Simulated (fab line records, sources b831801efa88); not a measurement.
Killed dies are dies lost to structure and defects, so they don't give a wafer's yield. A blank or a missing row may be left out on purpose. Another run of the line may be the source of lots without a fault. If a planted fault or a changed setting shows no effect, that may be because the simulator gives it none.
Which tool is to blame? :: flow gf180mcu :: 13 lots with 39 wafers sampled at 4 steps, on a route of 602 steps

== WHAT THE GAUGES READ, wafer by wafer ==
GF_M5_OVL_MEAS_08. Usual: M5_OVL gives 0 nm (standard deviation 5.8).
lot: L197
measured: day 26 08:18
on: overlay-01
M5_OVL (nm): -8 -3 -5
flag: 

lot: L198
measured: day 26 16:56
on: overlay-01
M5_OVL (nm): 6 -1 5
flag: 

lot: L199
measured: day 27 10:35
on: overlay-01
M5_OVL (nm): 8 7 10
flag: 

lot: L201
measured: day 27 22:50
on: overlay-01
M5_OVL (nm): 4 -1 5
flag: 

lot: L204
measured: day 28 17:23
on: overlay-01
M5_OVL (nm): 9 12 6
flag: 

lot: L205
measured: day 28 18:56
on: overlay-01
M5_OVL (nm): 5 6 11
flag: 

lot: L206
measured: day 29 10:39
on: overlay-02
M5_OVL (nm): -1 0 -3
flag: 

lot: L209
measured: day 30 06:31
on: overlay-01
M5_OVL (nm): 2 2 6
flag: 

lot: L210
measured: day 30 11:24
on: overlay-02
M5_OVL (nm): 3 6 -3
flag: 

lot: L211
measured: day 30 18:25
on: overlay-01
M5_OVL (nm): -4 -8 -5
flag: 

lot: L215
measured: day 31 23:58
on: overlay-02
M5_OVL (nm): 6 11
flag: 

lot: L216
measured: day 32 09:20
on: overlay-02
M5_OVL (nm): -5 -4 -11
flag: 

lot: L217
measured: day 32 11:38
on: overlay-01
M5_OVL (nm): -2 -4 -1
flag: 

== TOOL THAT RAN EACH LOT (tool first, then ch and the chambers of the sampled wafers, then the start) ==
lot: L197
GF_VT_IMPLANT_DEVELOP_28: litho-track-04 ch 0, day 6 20:50
GF_MIM_SPUTTER_04: pvd-sputter-04, day 24 12:43
GF_MIM_SPUTTER_09: pvd-sputter-01, day 24 12:55

lot: L198
GF_VT_IMPLANT_DEVELOP_28: litho-track-04 ch 0, day 7 04:07
GF_MIM_SPUTTER_04: pvd-sputter-04, day 24 21:25
GF_MIM_SPUTTER_09: pvd-sputter-02, day 24 21:37

lot: L199
GF_VT_IMPLANT_DEVELOP_28: litho-track-03 ch 0, day 7 13:52
GF_MIM_SPUTTER_04: pvd-sputter-01, day 25 16:05
GF_MIM_SPUTTER_09: pvd-sputter-04, day 25 16:17

lot: L201
GF_VT_IMPLANT_DEVELOP_28: litho-track-04 ch 0, day 8 01:14
GF_MIM_SPUTTER_04: pvd-sputter-01, day 26 04:38
GF_MIM_SPUTTER_09: pvd-sputter-02, day 26 04:50

lot: L204
GF_VT_IMPLANT_DEVELOP_28: litho-track-03 ch 0, day 8 20:01
GF_MIM_SPUTTER_04: pvd-sputter-02, day 27 01:03
GF_MIM_SPUTTER_09: pvd-sputter-01, day 27 01:15

lot: L205
GF_VT_IMPLANT_DEVELOP_28: litho-track-03 ch 0, day 9 01:34
GF_MIM_SPUTTER_04: pvd-sputter-04, day 27 02:55
GF_MIM_SPUTTER_09: pvd-sputter-02, day 27 03:07

lot: L206
GF_VT_IMPLANT_DEVELOP_28: litho-track-03 ch 0, day 9 10:53
GF_MIM_SPUTTER_04: pvd-sputter-01, day 27 18:27
GF_MIM_SPUTTER_09: pvd-sputter-02, day 27 18:39

lot: L209
GF_VT_IMPLANT_DEVELOP_28: litho-track-02 ch 0, day 10 04:35
GF_MIM_SPUTTER_04: pvd-sputter-04, day 28 15:33
GF_MIM_SPUTTER_09: pvd-sputter-01, day 28 15:45

lot: L210
GF_VT_IMPLANT_DEVELOP_28: litho-track-03 ch 0, day 10 10:25
GF_MIM_SPUTTER_04: pvd-sputter-01, day 28 21:45
GF_MIM_SPUTTER_09: pvd-sputter-04, day 28 21:57

lot: L211
GF_VT_IMPLANT_DEVELOP_28: litho-track-03 ch 0, day 10 19:05
GF_MIM_SPUTTER_04: pvd-sputter-02, day 29 04:20
GF_MIM_SPUTTER_09: pvd-sputter-04, day 29 04:32

lot: L215
GF_VT_IMPLANT_DEVELOP_28: litho-track-04 ch 0, day 12 00:04
GF_MIM_SPUTTER_04: pvd-sputter-02, day 30 12:35
GF_MIM_SPUTTER_09: pvd-sputter-01, day 30 12:47

lot: L216
GF_VT_IMPLANT_DEVELOP_28: litho-track-02 ch 0, day 12 06:20
GF_MIM_SPUTTER_04: pvd-sputter-02, day 30 22:40
GF_MIM_SPUTTER_09: pvd-sputter-02, day 30 22:52

lot: L217
GF_VT_IMPLANT_DEVELOP_28: litho-track-02 ch 0, day 12 11:47
GF_MIM_SPUTTER_04: pvd-sputter-02, day 31 01:29
GF_MIM_SPUTTER_09: pvd-sputter-04, day 31 01:41
- GF_VT_IMPLANT_DEVELOP_28: develop time 60 s.
- GF_MIM_SPUTTER_04: material TiN, target thk 50 nm, time 41.7 s.
- GF_MIM_SPUTTER_09: material TiN, target thk 35 nm, time 29.2 s.

== WHAT THE TOOLS THEMSELVES READ (means of the sampled wafers that have a number; where no wafer has one, the mark that the record gives instead) ==
GF_MIM_SPUTTER_04. Usual: cathode-dc-power-W 6500.1 W, standard deviation 1.1; throttle-valve-pct 31.1 %, standard deviation 0.72.
lot: L197
tool: pvd-sputter-04
cathode-dc-power-W (W): 6500.1
throttle-valve-pct (%): 30.6
flag: 

lot: L198
tool: pvd-sputter-04
cathode-dc-power-W (W): 6500.4
throttle-valve-pct (%): 30.8
flag: 

lot: L199
tool: pvd-sputter-01
cathode-dc-power-W (W): 6500.3
throttle-valve-pct (%): 31.3
flag: 

lot: L201
tool: pvd-sputter-01
cathode-dc-power-W (W): 6499.9
throttle-valve-pct (%): 31.0
flag: 

lot: L204
tool: pvd-sputter-02
cathode-dc-power-W (W): 6500.0
throttle-valve-pct (%): 31.9
flag: 

lot: L205
tool: pvd-sputter-04
cathode-dc-power-W (W): 6499.4
throttle-valve-pct (%): 30.6
flag: 

lot: L206
tool: pvd-sputter-01
cathode-dc-power-W (W): 6500.7
throttle-valve-pct (%): 31.2
flag: 

lot: L209
tool: pvd-sputter-04
cathode-dc-power-W (W): 6499.2
throttle-valve-pct (%): 30.0
flag: 

lot: L210
tool: pvd-sputter-01
cathode-dc-power-W (W): 6500.0
throttle-valve-pct (%): 30.4
flag: 

lot: L211
tool: pvd-sputter-02
cathode-dc-power-W (W): 6499.5
throttle-valve-pct (%): 31.7
flag: 

lot: L215
tool: pvd-sputter-02
cathode-dc-power-W (W): 6501.8
throttle-valve-pct (%): 31.8
flag: 

lot: L216
tool: pvd-sputter-02
cathode-dc-power-W (W): 6499.0
throttle-valve-pct (%): 31.6
flag: 

lot: L217
tool: pvd-sputter-02
cathode-dc-power-W (W): 6500.0
throttle-valve-pct (%): 31.7
flag: 

GF_MIM_SPUTTER_09. Usual: cathode-dc-power-W 6500.1 W, standard deviation 1.2; throttle-valve-pct 31.2 %, standard deviation 0.7.
lot: L197
tool: pvd-sputter-01
cathode-dc-power-W (W): 6500.9
throttle-valve-pct (%): 30.9
flag: 

lot: L198
tool: pvd-sputter-02
cathode-dc-power-W (W): 6500.4
throttle-valve-pct (%): 31.7
flag: 

lot: L199
tool: pvd-sputter-04
cathode-dc-power-W (W): 6499.5
throttle-valve-pct (%): 30.6
flag: 

lot: L201
tool: pvd-sputter-02
cathode-dc-power-W (W): 6499.9
throttle-valve-pct (%): 31.8
flag: 

lot: L204
tool: pvd-sputter-01
cathode-dc-power-W (W): 6499.3
throttle-valve-pct (%): 31.2
flag: 

lot: L205
tool: pvd-sputter-02
cathode-dc-power-W (W): 6498.9
throttle-valve-pct (%): 31.7
flag: 

lot: L206
tool: pvd-sputter-02
cathode-dc-power-W (W): 6500.2
throttle-valve-pct (%): 31.8
flag: 

lot: L209
tool: pvd-sputter-01
cathode-dc-power-W (W): 6500.8
throttle-valve-pct (%): 30.4
flag: 

lot: L210
tool: pvd-sputter-04
cathode-dc-power-W (W): 6500.5
throttle-valve-pct (%): 30.5
flag: 

lot: L211
tool: pvd-sputter-04
cathode-dc-power-W (W): 6500.1
throttle-valve-pct (%): 30.0
flag: 

lot: L215
tool: pvd-sputter-01
cathode-dc-power-W (W): 6500.2
throttle-valve-pct (%): 31.1
flag: 

lot: L216
tool: pvd-sputter-02
cathode-dc-power-W (W): 6500.1
throttle-valve-pct (%): 31.7
flag: 

lot: L217
tool: pvd-sputter-04
cathode-dc-power-W (W): 6500.0
throttle-valve-pct (%): 30.4
flag: 

== THE ANSWER, worked out from the rows above alone ==
Rule: lot off if the mean of its wafers having a number is beyond 3 standard deviations from the usual mean. Also off: a lot with no number at a reading for which 4 or more lots have one. Where the step has rows for the other lots, those lots are counted as sound. First the gauges in route order, then the tools' own readings, where a lot's mean is used as printed above. At the first step where some lot is off, the reading lying furthest off is the one used; lots without a number count as furthest.
No lot is off on any of the readings shown, so nothing can be concluded from this.

== WHAT THE SIMULATOR HAD PUT IN ==
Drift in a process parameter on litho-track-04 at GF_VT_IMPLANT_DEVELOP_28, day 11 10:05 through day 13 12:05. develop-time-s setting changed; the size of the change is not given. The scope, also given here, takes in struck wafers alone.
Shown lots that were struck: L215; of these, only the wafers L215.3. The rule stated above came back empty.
